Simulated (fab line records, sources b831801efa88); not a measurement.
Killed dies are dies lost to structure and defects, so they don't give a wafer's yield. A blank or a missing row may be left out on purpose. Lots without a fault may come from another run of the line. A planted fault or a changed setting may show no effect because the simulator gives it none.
Which tool did it? | flow gf180mcu | 24 lots, 72 wafers sampled, at 5 steps of a route of 602

WHAT THE GAUGES READ, wafer by wafer
GF_V3_CD_MEAS_14: target cd 260 nm.
lot  | measured     | on        | cd_nm (nm)
L074 | day 22 06:55 | cd_sem-01 | 259.8 260.1 258.9
L075 | day 22 16:14 | cd_sem-01 | 260.5 260.9 261.1
L076 | day 22 18:07 | cd_sem-02 | 259.3 259.4 259.3
L077 | day 23 09:31 | cd_sem-02 | 260.1 259.6 260.2
L078 | day 24 02:16 | cd_sem-02 | 260.0 260.1 259.0
L079 | day 24 14:25 | cd_sem-02 | 258.4 259.2 258.1
L080 | day 24 15:22 | cd_sem-01 | 257.2 258.0 257.8
L083 | day 25 20:26 | cd_sem-01 | 261.0 260.7 260.8
L081 | day 25 21:23 | cd_sem-01 | 261.6 261.2 260.9
L082 | day 25 21:46 | cd_sem-01 | 259.3 259.1 259.6
L084 | day 26 13:17 | cd_sem-02 | 260.7 260.6 260.3
L085 | day 26 16:28 | cd_sem-01 | 260.7 260.5 260.7
L086 | day 26 16:51 | cd_sem-01 | 259.6 259.4 259.3
L088 | day 26 23:25 | cd_sem-01 | 259.7 260.3 260.3
L087 | day 26 23:47 | cd_sem-01 | 259.0 259.3 258.5
L091 | day 27 14:46 | cd_sem-01 | 259.2 260.1 259.8
L089 | day 27 18:50 | cd_sem-01 | 261.3 261.6 261.5
L090 | day 27 19:32 | cd_sem-01 | 259.0 259.7 258.8
L092 | day 28 01:33 | cd_sem-01 | 258.1 258.4 258.3
L093 | day 28 07:47 | cd_sem-02 | 261.5 261.7 262.2
L094 | day 28 09:28 | cd_sem-01 | 259.8 260.2 260.1
L095 | day 28 17:56 | cd_sem-01 | 260.0 261.4 261.5
L096 | day 28 23:23 | cd_sem-02 | 260.4 259.0 259.5
L097 | day 29 07:40 | cd_sem-02 | 263.5 261.9 263.3

GF_M4_OVL_MEAS_15.
lot  | measured     | on         | M4_OVL (nm)
L074 | day 23 07:52 | overlay-02 | -4 6 3
L075 | day 23 15:55 | overlay-01 | 7 1 1
L076 | day 23 18:15 | overlay-02 | 3 -1 0
L077 | day 24 09:41 | overlay-01 | 0 -2 1
L078 | day 25 01:34 | overlay-01 | 0 -6 8
L079 | day 25 13:00 | overlay-02 | -1 -4 1
L080 | day 25 13:53 | overlay-02 | -5 4 5
L083 | day 26 18:13 | overlay-02 | -2 8 6
L081 | day 26 19:33 | overlay-01 | 3 0 1
L082 | day 26 19:55 | overlay-01 | -1 0 3
L084 | day 27 09:32 | overlay-02 | 2 2 0
L085 | day 27 13:45 | overlay-01 | -1 -1 -2
L086 | day 27 14:19 | overlay-02 | 6 4 5
L088 | day 27 20:34 | overlay-02 | -1 3 -1
L087 | day 27 21:19 | overlay-02 | 6 3 3
L091 | day 28 12:02 | overlay-02 | 4 3 -1
L089 | day 28 16:13 | overlay-01 | 3 0 -1
L090 | day 28 16:28 | overlay-02 | 7 9 11
L092 | day 28 21:56 | overlay-01 | 0 4 4
L093 | day 29 04:31 | overlay-01 | -10 -5 -5
L094 | day 29 06:43 | overlay-02 | -1 1 1
L095 | day 29 14:17 | overlay-02 | 3 3 5
L096 | day 29 19:29 | overlay-01 | -7 -12 1
L097 | day 30 03:40 | overlay-01 | 6 2 -1

WHICH TOOL RAN EACH LOT (tool, then ch and the chambers of the sampled wafers, then the start)
lot  | GF_V2_SPUTTER_21             | GF_V3_SPUTTER_21             | GF_V3_CVD_23
L074 | pvd_sputter-01, day 20 05:17 | pvd_sputter-02, day 22 07:44 | cvd_w-02 ch 0, day 22 07:50
L075 | pvd_sputter-04, day 20 15:24 | pvd_sputter-02, day 22 17:04 | cvd_w-01 ch 0,1, day 22 17:10
L076 | pvd_sputter-03, day 20 16:58 | pvd_sputter-02, day 22 18:56 | cvd_w-01 ch 0,1, day 22 19:02
L077 | pvd_sputter-03, day 21 09:50 | pvd_sputter-02, day 23 10:17 | cvd_w-02 ch 0,1, day 23 10:25
L078 | pvd_sputter-04, day 22 02:31 | pvd_sputter-01, day 24 03:07 | cvd_w-02 ch 0,1, day 24 03:13
L079 | pvd_sputter-01, day 22 16:28 | pvd_sputter-03, day 24 15:16 | cvd_w-02 ch 0,1, day 24 15:22
L080 | pvd_sputter-01, day 22 17:25 | pvd_sputter-01, day 24 16:11 | cvd_w-01 ch 0,1, day 24 16:17
L083 | pvd_sputter-04, day 23 22:52 | pvd_sputter-02, day 25 21:16 | cvd_w-01 ch 0,1, day 25 21:22
L081 | pvd_sputter-03, day 23 23:54 | pvd_sputter-01, day 25 22:14 | cvd_w-02 ch 0,1, day 25 22:21
L082 | pvd_sputter-01, day 24 00:46 | pvd_sputter-03, day 25 22:34 | cvd_w-01 ch 0,1, day 25 22:40
L084 | pvd_sputter-04, day 24 17:31 | pvd_sputter-01, day 26 14:09 | cvd_w-02 ch 0,1, day 26 14:16
L085 | pvd_sputter-03, day 24 19:54 | pvd_sputter-02, day 26 17:16 | cvd_w-02 ch 0,1, day 26 17:22
L086 | pvd_sputter-04, day 24 20:28 | pvd_sputter-01, day 26 17:37 | cvd_w-01 ch 1, day 26 17:49
L088 | pvd_sputter-04, day 25 03:24 | pvd_sputter-01, day 27 00:14 | cvd_w-01 ch 0,1, day 27 00:20
L087 | pvd_sputter-03, day 25 05:04 | pvd_sputter-03, day 27 00:34 | cvd_w-02 ch 0,1, day 27 00:40
L091 | pvd_sputter-03, day 25 20:44 | pvd_sputter-01, day 27 15:32 | cvd_w-01 ch 0, day 27 15:45
L089 | pvd_sputter-04, day 26 01:12 | pvd_sputter-01, day 27 19:40 | cvd_w-02 ch 0,1, day 27 19:46
L090 | pvd_sputter-03, day 26 01:31 | pvd_sputter-03, day 27 20:23 | cvd_w-01 ch 0,1, day 27 20:31
L092 | pvd_sputter-01, day 26 07:47 | pvd_sputter-03, day 28 02:21 | cvd_w-01 ch 0,1, day 28 02:29
L093 | pvd_sputter-04, day 26 14:50 | pvd_sputter-03, day 28 08:37 | cvd_w-01 ch 0,1, day 28 08:43
L094 | pvd_sputter-04, day 26 16:07 | pvd_sputter-03, day 28 10:19 | cvd_w-01 ch 0,1, day 28 10:25
L095 | pvd_sputter-01, day 27 00:58 | pvd_sputter-02, day 28 18:42 | cvd_w-02 ch 0,1, day 28 18:50
L096 | pvd_sputter-01, day 27 06:20 | pvd_sputter-01, day 29 00:13 | cvd_w-02 ch 0,1, day 29 00:19
L097 | pvd_sputter-04, day 27 15:09 | pvd_sputter-01, day 29 08:48 | cvd_w-01 ch 0,1, day 29 08:54
- GF_V2_SPUTTER_21: material Ti, target thk 15 nm, time 80.02 s.
- GF_V3_SPUTTER_21: material Ti, target thk 15 nm, time 80.02 s.
- GF_V3_CVD_23: deposits W, target thk 350 nm, time 104.9 s.

WHAT THE TOOLS THEMSELVES READ (means of the sampled wafers that have a number; where no wafer has one, the mark that the record gives instead)
GF_V2_SPUTTER_21.
lot  | tool           | throttle_valve_pct (%)
L074 | pvd_sputter-01 | 30.7
L075 | pvd_sputter-04 | 29.5
L076 | pvd_sputter-03 | 29.9
L077 | pvd_sputter-03 | 29.9
L078 | pvd_sputter-04 | 29.5
L079 | pvd_sputter-01 | 30.8
L080 | pvd_sputter-01 | 31.6
L083 | pvd_sputter-04 | 29.6
L081 | pvd_sputter-03 | 30.3
L082 | pvd_sputter-01 | 30.5
L084 | pvd_sputter-04 | 29.3
L085 | pvd_sputter-03 | 30.3
L086 | pvd_sputter-04 | 29.6
L088 | pvd_sputter-04 | 29.2
L087 | pvd_sputter-03 | 29.9
L091 | pvd_sputter-03 | 30.2
L089 | pvd_sputter-04 | 29.2
L090 | pvd_sputter-03 | 30.1
L092 | pvd_sputter-01 | 30.5
L093 | pvd_sputter-04 | 29.4
L094 | pvd_sputter-04 | 29.4
L095 | pvd_sputter-01 | 31.3
L096 | pvd_sputter-01 | 31.4
L097 | pvd_sputter-04 | 29.4

GF_V3_SPUTTER_21.
lot  | tool           | throttle_valve_pct (%)
L074 | pvd_sputter-02 | 27.7
L075 | pvd_sputter-02 | 29.4
L076 | pvd_sputter-02 | 29.3
L077 | pvd_sputter-02 | 29.0
L078 | pvd_sputter-01 | 30.8
L079 | pvd_sputter-03 | 30.3
L080 | pvd_sputter-01 | 30.6
L083 | pvd_sputter-02 | 28.8
L081 | pvd_sputter-01 | 31.2
L082 | pvd_sputter-03 | 29.9
L084 | pvd_sputter-01 | 30.8
L085 | pvd_sputter-02 | 28.7
L086 | pvd_sputter-01 | 31.2
L088 | pvd_sputter-01 | 31.2
L087 | pvd_sputter-03 | 29.9
L091 | pvd_sputter-01 | 31.0
L089 | pvd_sputter-01 | 31.2
L090 | pvd_sputter-03 | 30.4
L092 | pvd_sputter-03 | 30.1
L093 | pvd_sputter-03 | 29.9
L094 | pvd_sputter-03 | 30.5
L095 | pvd_sputter-02 | 29.3
L096 | pvd_sputter-01 | 30.9
L097 | pvd_sputter-01 | 30.0

GF_V3_CVD_23.
lot  | tool     | heater_power_w (W)
L074 | cvd_w-02 | 815
L075 | cvd_w-01 | 919
L076 | cvd_w-01 | 887
L077 | cvd_w-02 | 835
L078 | cvd_w-02 | 826
L079 | cvd_w-02 | 833
L080 | cvd_w-01 | 899
L083 | cvd_w-01 | 900
L081 | cvd_w-02 | 829
L082 | cvd_w-01 | 819
L084 | cvd_w-02 | 833
L085 | cvd_w-02 | 814
L086 | cvd_w-01 | 951
L088 | cvd_w-01 | 894
L087 | cvd_w-02 | 829
L091 | cvd_w-01 | 743
L089 | cvd_w-02 | 837
L090 | cvd_w-01 | 839
L092 | cvd_w-01 | 815
L093 | cvd_w-01 | 896
L094 | cvd_w-01 | 827
L095 | cvd_w-02 | 817
L096 | cvd_w-02 | 824
L097 | cvd_w-01 | 915

THE ANSWER, worked out from the rows above alone
Rule: what is usual is taken from the lots themselves. Put in order of their means at a reading, lots are off if they are a third of the lots or fewer, leave a main group of 4 or more, and stand apart from it by a gap of 3 or more times the standard deviation of the main group's means; of several such gaps the widest counts. A main group whose means are all the same, to the digits that the tables above print for the reading, isn't used. A lot without any number at a reading at which 4 lots or more have one is off too. The other lots that the step has rows for count as sound. The gauges are gone through in route order, then the tools' own readings, and for those a lot's mean is taken as printed above. The first step at which some lot is off is used, and at that step the reading that is off furthest; a lot without a number counts as furthest.
No lot is off at any reading shown: from this, nothing can be told.

WHAT THE SIMULATOR HAD PUT IN
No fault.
